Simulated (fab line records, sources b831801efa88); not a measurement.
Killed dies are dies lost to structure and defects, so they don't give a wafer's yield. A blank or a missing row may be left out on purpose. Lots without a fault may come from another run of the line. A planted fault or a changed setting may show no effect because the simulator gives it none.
Which tool did it? | flow gf180mcu | 7 lots, 21 wafers sampled, at 2 steps of a route of 602

WHAT THE GAUGES READ, wafer by wafer
GF_CONTACT_RS_MEAS_25: measures by four-point-probe.
lot  | measured     | on            | CONTACT_W_RS (ohm/sq)
L268 | day 16 18:30 | film_metro-03 | 0.389 0.390 0.393
L270 | day 17 03:56 | film_metro-04 | 0.393 0.399 0.392
L272 | day 17 22:51 | film_metro-04 | 0.396 0.402 0.401
L275 | day 19 02:35 | film_metro-03 | 0.394 0.389 0.392
L277 | day 20 01:27 | film_metro-01 | 0.391 0.398 0.396
L279 | day 20 08:43 | film_metro-01 | 0.397 0.396 0.398
L284 | day 22 09:13 | film_metro-04 | 0.396 0.395 0.395

WHICH TOOL RAN EACH LOT (tool, then ch and the chambers of the sampled wafers, then the start)
lot  | GF_CONTACT_SPUTTER_22
L268 | pvd_sputter-03, day 16 18:18
L270 | pvd_sputter-02, day 17 03:44
L272 | pvd_sputter-03, day 17 22:37
L275 | pvd_sputter-02, day 19 02:21
L277 | pvd_sputter-02, day 20 01:15
L279 | pvd_sputter-03, day 20 08:31
L284 | pvd_sputter-03, day 22 08:53
- GF_CONTACT_SPUTTER_22: material Ti, target thk 15 nm, time 80.02 s.

THE ANSWER, worked out from the rows above alone
Rule: what is usual is taken from the lots themselves. Put in order of their means at a reading, lots are off if they are a third of the lots or fewer, leave a main group of 4 or more, and stand apart from it by a gap of 3 or more times the standard deviation of the main group's means; of several such gaps the widest counts. A main group whose means are all the same, to the digits that the tables above print for the reading, isn't used. A lot without any number at a reading at which 4 lots or more have one is off too. The other lots that the step has rows for count as sound.
No lot is off at any reading shown: from this, nothing can be told.

WHAT THE SIMULATOR HAD PUT IN
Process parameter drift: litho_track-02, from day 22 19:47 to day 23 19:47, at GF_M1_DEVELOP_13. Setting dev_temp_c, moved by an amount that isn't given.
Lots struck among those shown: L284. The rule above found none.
